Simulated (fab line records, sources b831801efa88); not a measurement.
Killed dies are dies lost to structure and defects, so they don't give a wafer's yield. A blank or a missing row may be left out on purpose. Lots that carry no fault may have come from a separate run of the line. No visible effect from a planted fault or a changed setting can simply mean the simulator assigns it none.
One fault seen from 2 desks	flow gf180mcu	numbers are kept per desk, each desk with only its own; the story behind them comes last

## AT THE METROLOGY DESK
What the gauges read for every lot (on any tool): the sampled wafers with a number, averaged. A lot is out of limits, marked OUT, if its mean lies more than 4 standard deviations from the usual mean; the brackets give that distance.
Columns: A = HV_LDD_CVD_56_THK at GF_HV_LDD_THK_MEAS_57, usual 90.3 nm; B = SALICIDE_TIN_RS at GF_SALICIDE_RS_MEAS_04, usual 16.35 ohm/sq; C = SALICIDE_TIN_THK at GF_SALICIDE_THK_MEAS_05, usual 19.89 nm
lot	first seen here	A	B	C
L464	day 12 14:25	90.1	16.10	19.33
L466	day 13 01:02	90.9	16.16	20.25
L468	day 13 18:28	90.2	16.35	20.24
L469	day 14 03:26	91.0	16.52	20.06
L470	day 14 12:12	90.0	16.36	19.93
L471	day 14 18:51	92.5	16.50	19.54
L472	day 15 07:04	90.6	16.35	19.93
L473	day 15 12:32	90.3	15.87	20.09
L479	day 17 12:16	88.2	16.37	19.81
L480	day 18 01:43	89.7	16.47	19.79
L482	day 18 18:14	90.4	15.73	22.31 (+8.3) OUT
L487	day 20 11:04	91.1	16.20	20.09
This desk finds L482 out of limits, with the earliest case on L482 at day 21 20:47 (SALICIDE_TIN_THK at GF_SALICIDE_THK_MEAS_05). In limits: L464, L466, L468, L469, L470, L471, L472, L473, L479, L480, L487.

## TOOL OWNER'S DESK, pvd_sputter-04
The tool's own readings at GF_SALICIDE_SPUTTER_03 (material TiN, target thk 20 nm, time 16.7 s): means of the sampled wafers that have a number, for each lot that ran on this tool. A lot is out of limits, marked OUT, if its mean lies more than 4 standard deviations from the usual mean; the brackets give that distance.
Columns: A = cathode_dc_power_W at GF_SALICIDE_SPUTTER_03, usual 6500.1 W; B = throttle_valve_pct at GF_SALICIDE_SPUTTER_03, usual 30.3 %
lot	first seen here	A	B
L464	day 15 06:16	6498.9	31.2
L466	day 15 17:19	6500.4	30.9
L471	day 17 14:10	6499.8	31.5
L472	day 18 04:03	6501.5	29.2
L473	day 18 09:37	6499.2	29.1
L480	day 21 03:01	6499.4	31.3
L482	day 21 20:38	7187.4 (+99 or more) OUT	29.9
Finding of this desk: L482 out of limits; the first was L482 at day 21 20:38, on cathode_dc_power_W at GF_SALICIDE_SPUTTER_03. In limits: L464, L466, L471, L472, L473, L480.

## BROUGHT TOGETHER
On L482, at day 21 20:38, an alarm was possible from the tool owner's desk.
Metrology desk: alarm possible at day 21 20:47 on L482.
The lots listed all ran GF_SALICIDE_SPUTTER_03 on pvd_sputter-04.

## WHAT WAS PUT IN BY THE SIMULATOR
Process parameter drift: pvd_sputter-04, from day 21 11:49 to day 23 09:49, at GF_SALICIDE_SPUTTER_03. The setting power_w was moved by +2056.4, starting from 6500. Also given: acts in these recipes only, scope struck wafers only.
Struck lots among those shown: L482.
Fault start to first reading out of limits, in hours, per desk: tool owner, 9; metrology, 9.
